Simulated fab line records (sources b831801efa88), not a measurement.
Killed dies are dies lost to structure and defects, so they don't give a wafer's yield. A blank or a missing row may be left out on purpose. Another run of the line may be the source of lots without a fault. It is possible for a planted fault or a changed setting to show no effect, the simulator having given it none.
Code-filled problem report in 8D (eight disciplines) form ; flow gf180mcu ; the parts of the form that need people (team, actions taken, sign-off) are left out

## 1. THE PROBLEM
Mean of heater_power_total_W at GF_MVPSD_DEHYDRATE_00: 163.75 W across 6 wafers in 2 lots; on wafers with no fault it is 160.36 W (standard deviation 0.12). That puts it +28 standard deviations away from the usual mean.
The step: time 60 s.
Seen first at day 6 03:16 on litho_track-01, wafer L182.4. The record holds 39 wafers of 13 lots with a number at this step. Rule for "out", or "out of limits": more than 4 standard deviations from the usual mean. Any other wafer with a number is counted as sound.

## 2. WHAT IT IS; WHAT IT IS NOT
question;is;is not
which readings at this step;heater_power_total_W, plate_temp_C;-
which lots;L182, L183;L178, L180, L184, L189, L191, L193, L194, L195, L196, L198, L199
which wafers of those lots;all that have a number;-
read on which tools;litho_track-01;litho_track-02, litho_track-03
when;from day 6 03:16;"up to then (6 sound wafers); but 27 sound wafers of L184, L189, L191, L193, L194, L195, L196, L198, L199 came after"

## 3. THE SUSPECTS, EACH WITH WHAT RULES IT OUT
Counting: a tool at any process step up to the reading remains a suspect when it ran all the lots that are out and ran no sound lot after the first of those.
- litho_track-01 at GF_MVPSD_DEHYDRATE_00 (time 60 s): ruled out as a lasting fault. Following L182 (day 6 03:16), the first lot on it that is out, the sound lots L193, L195, L198 were run on it.
Left after counting: nothing in the record.

## 4. THE CAUSE (what the simulator had put in)
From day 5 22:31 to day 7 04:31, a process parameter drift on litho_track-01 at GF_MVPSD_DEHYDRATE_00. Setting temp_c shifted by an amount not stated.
Counting ruled it out, wrongly.

## 5. THE CHAIN OF EFFECTS, in route order
One row per reading whose mean, taken over the struck wafers that have a number, lies over 3 standard deviations from the usual. Only readings for which the record gives a usual standard deviation are gone through. hours: the time from each lot's start at the first step in this table that gives one to its start at this step, as a median over the lots. sigmas: the change in usual standard deviations.
hours;step;reading;usual;on struck wafers;change;sigmas
0;GF_MVPSD_DEHYDRATE_00;heater_power_total_W;160.36 W;163.75;+3.39;+28
0;GF_MVPSD_DEHYDRATE_00;plate_temp_C;200.02 C;203.23;+3.21;+21
Its process steps:
- GF_MVPSD_DEHYDRATE_00: time 60 s.
Later measuring or inspecting steps at which every struck wafer that the step has a row for has a number for every such reading, and none has moved that far: GF_POLY_GATE_THK_MEAS_01.

## 6. HOW IT WOULD HAVE BEEN CAUGHT EARLIER
In this record the first reading out of limits was taken at day 6 03:16, 5 hours after the fault began at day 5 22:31.
